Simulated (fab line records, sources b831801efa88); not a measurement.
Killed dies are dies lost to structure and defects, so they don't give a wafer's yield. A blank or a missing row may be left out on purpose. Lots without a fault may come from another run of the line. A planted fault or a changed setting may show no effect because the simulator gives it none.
Problem report in the 8D (eight disciplines) form, filled by code | flow gf180mcu | the parts of the form that need people (team, actions taken, sign-off) are left out

1. THE PROBLEM
V3_W_RS at GF_V3_RS_MEAS_24 reads a mean of 0.305 ohm/sq on 2 wafers of 2 lots; wafers without a fault read 0.332 ohm/sq with a standard deviation of 0.0044. That is -6.0 standard deviations from the usual mean.
The step: measures by four-point-probe.
First seen on wafer L369.4, day 25 05:26, on film_metro-03. The record holds 33 wafers of 11 lots with a number at this step. Rule for "out", or "out of limits": more than 4 standard deviations from the usual mean. The other wafers with a number count as sound.

2. WHAT IT IS AND WHAT IT IS NOT
question                    | is                           | is not
which readings at this step | V3_W_RS                      | -
which lots                  | L368, L369                   | L362, L364, L377, L378, L380, L381, L383, L384, L385
which wafers of those lots  | L368.4, L369.4               | L368.2, L368.3, L369.1, L369.6
read on which gauges        | film_metro-01, film_metro-03 | film_metro-02
when                        | from day 25 05:26            | up to then (8 sound wafers); but 23 sound wafers of L368, L377, L378, L380, L381, L383, L384, L385 came after

3. SUSPECTS, AND WHAT RULES EACH OUT
Counting: a tool at a process step up to the reading stays a suspect if it ran every lot that is out. Sound lots after the first of them don't rule it out here, since some wafers of a struck lot are sound.
- the gauge at GF_V3_RS_MEAS_24: ruled out. The wafers that are out were read on 2 gauges (film_metro-01, film_metro-03).
- rie_metal-01 at GF_M3_METAL_ETCH_16 (etches the open film in Cl2/BCl3, stops on SiO2, target depth 750.8 nm, time 125.1 s): kept. It ran every lot that is out, first L369 (day 24 05:43); its last sound lot up to then is L364 (day 21 23:04).
- cvd_w-01 at GF_V3_CVD_23 (deposits W, target thk 350 nm, time 104.9 s): kept. It ran every lot that is out, first L369 (day 25 05:20); its last sound lot up to then is L364 (day 23 00:35).
- Within cvd_w-01 at GF_V3_CVD_23: the wafers that are out ran in chamber 0; their sound lot-mates ran in chamber 1.
Left after counting: rie_metal-01 at GF_M3_METAL_ETCH_16, cvd_w-01 at GF_V3_CVD_23.

4. THE CAUSE (what the simulator had put in)
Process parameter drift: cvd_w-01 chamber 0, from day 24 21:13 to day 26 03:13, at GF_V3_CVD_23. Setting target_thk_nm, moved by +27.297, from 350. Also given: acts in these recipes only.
Counting left 2 suspects, and this tool is among them.

5. THE CHAIN OF EFFECTS, in route order
Each row: a reading whose mean over the struck wafers that have a number lies more than 3 standard deviations from the usual. Only readings for which the record gives a usual standard deviation are gone through. hours: the time from each lot's start at the first step in this table that gives one to its start at this step, as a median over the lots. sigmas: the change in usual standard deviations.
hours | step              | reading  | usual        | on struck wafers | change | sigmas
0     | GF_V3_RS_MEAS_24  | V3_W_RS  | 0.332 ohm/sq | 0.305            | -0.027 | -6.0
0     | GF_V3_THK_MEAS_25 | V3_W_THK | 347 nm       | 376              | +30    | +5.5
Later measuring or inspecting steps at which every struck wafer that the step has a row for has a number for every such reading, and none has moved that far: GF_M4_RS_MEAS_05.

6. WHAT WOULD HAVE CAUGHT IT SOONER
In this record the first reading out of limits at a measuring or inspecting step was taken at day 25 05:26, 8 hours after the fault began at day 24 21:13.
Of the tool readings at GF_V3_CVD_23 for which the record gives a usual standard deviation, none was out on any struck wafer, so an alarm limit of 4 standard deviations on them would not have fired.
Of the lots that are out (2), L368 began GF_V3_CVD_23 on cvd_w-01 after day 25 05:26. A hold on the tool at that time would have spared it.
